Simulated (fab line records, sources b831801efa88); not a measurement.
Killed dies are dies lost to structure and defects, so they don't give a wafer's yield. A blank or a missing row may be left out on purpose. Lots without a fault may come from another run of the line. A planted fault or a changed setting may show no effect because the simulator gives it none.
One fault seen from 2 desks | flow sky130 | each desk has only its own numbers; what lay behind them comes last

THE METROLOGY DESK
What the gauges read, lot by lot, whatever tool the lot ran on: means of the sampled wafers that have a number. A lot is out of limits, marked OUT, if its mean lies more than 4 standard deviations from the usual mean; the brackets give that distance.
Columns: A = VIA3_OVL at SKY_VIA3_OVL_MEAS_13, usual -3 nm
lot  | first seen here | A
L836 | day 41 06:23    | -3
L837 | day 41 13:07    | -13
L838 | day 41 23:41    | -5
L839 | day 42 01:52    | 1
L841 | day 42 18:44    | -8
L842 | day 43 01:11    | 0
L847 | day 44 10:26    | -6
L848 | day 44 12:20    | -7
L849 | day 44 20:41    | 3
L850 | day 44 22:49    | -4
L851 | day 45 07:02    | 0
L852 | day 45 18:23    | 0
L853 | day 45 20:50    | 5
L854 | day 45 23:58    | 1
L856 | day 46 13:53    | -4
This desk's finding: nothing out of limits on any of the 15 lots.

THE TOOL OWNER'S DESK: pvd_sputter-04
The tool's own readings at SKY_METAL4_SPUTTER_00 (material Ti, target thk 15 nm, time 10 s): means of the sampled wafers that have a number, for each lot that ran on this tool. A lot is out of limits, marked OUT, if its mean lies more than 4 standard deviations from the usual mean; the brackets give that distance.
Columns: A = cathode_dc_power_W at SKY_METAL4_SPUTTER_00, usual 3000.0 W; B = chamber_pressure_pa at SKY_METAL4_SPUTTER_00, usual 0.3998 Pa; C = throttle_valve_pct at SKY_METAL4_SPUTTER_00, usual 29.9 %
lot  | first seen here | A      | B      | C
L841 | day 42 20:08    | 3000.0 | 0.3997 | 30.4
L851 | day 45 09:38    | 3000.5 | 0.4005 | 30.4
L852 | day 45 19:47    | 3000.3 | 0.4002 | 30.8
L856 | day 46 15:17    | 3000.3 | 0.3996 | 30.5
This desk's finding: nothing out of limits on any of the 4 lots.

PUT TOGETHER
The metrology desk saw nothing out of limits.
The tool owner's desk saw nothing out of limits.

WHAT THE SIMULATOR HAD PUT IN
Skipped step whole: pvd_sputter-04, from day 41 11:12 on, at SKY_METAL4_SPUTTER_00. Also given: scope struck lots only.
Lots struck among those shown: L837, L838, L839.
